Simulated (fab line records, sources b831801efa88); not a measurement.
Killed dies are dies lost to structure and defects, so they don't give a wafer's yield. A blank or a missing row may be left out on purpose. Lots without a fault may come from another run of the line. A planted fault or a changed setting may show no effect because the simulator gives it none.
Which tool did it? | flow sky130 | 12 lots, 36 wafers sampled, at 1 step of a route of 708

WHAT THE GAUGES READ, wafer by wafer
SKY_SD_P_OVL_MEAS_08.
lot  | measured     | on         | SD_P_OVL (nm)
L075 | day 25 17:20 | overlay-01 | 1.6 -0.5 0.5
L077 | day 26 12:35 | overlay-01 | -1.4 -0.5 -1.9
L079 | day 27 00:44 | overlay-01 | 1.6 1.9 1.7
L081 | day 28 00:47 | overlay-02 | -0.3 -1.4 -0.4
L083 | day 28 15:14 | overlay-01 | 0.9 2.3 0.7
L085 | day 29 08:10 | overlay-02 | 3.7 3.1 1.9
L087 | day 30 08:06 | overlay-02 | 1.6 1.9 0.1
L088 | day 30 15:58 | overlay-01 | 0.3 0.9 -0.3
L092 | day 31 10:35 | overlay-01 | -0.1 -2.8 -0.6
L093 | day 31 19:31 | overlay-02 | 0.8 1.1 0.3
L095 | day 32 12:51 | overlay-02 | -1.8 -1.0 0.1
L097 | day 33 00:08 | overlay-01 | 2.6 0.5 0.7

WHICH TOOL RAN EACH LOT (tool, then ch and the chambers of the sampled wafers, then the start)
The record holds no process step before these readings.

THE ANSWER, worked out from the rows above alone
Rule: what is usual is taken from the lots themselves. Put in order of their means at a reading, lots are off if they are a third of the lots or fewer, leave a main group of 4 or more, and stand apart from it by a gap of 3 or more times the standard deviation of the main group's means; of several such gaps the widest counts. A main group whose means are all the same, to the digits that the tables above print for the reading, isn't used. A lot without any number at a reading at which 4 lots or more have one is off too. The other lots that the step has rows for count as sound.
No lot is off at any reading shown: from this, nothing can be told.

WHAT THE SIMULATOR HAD PUT IN
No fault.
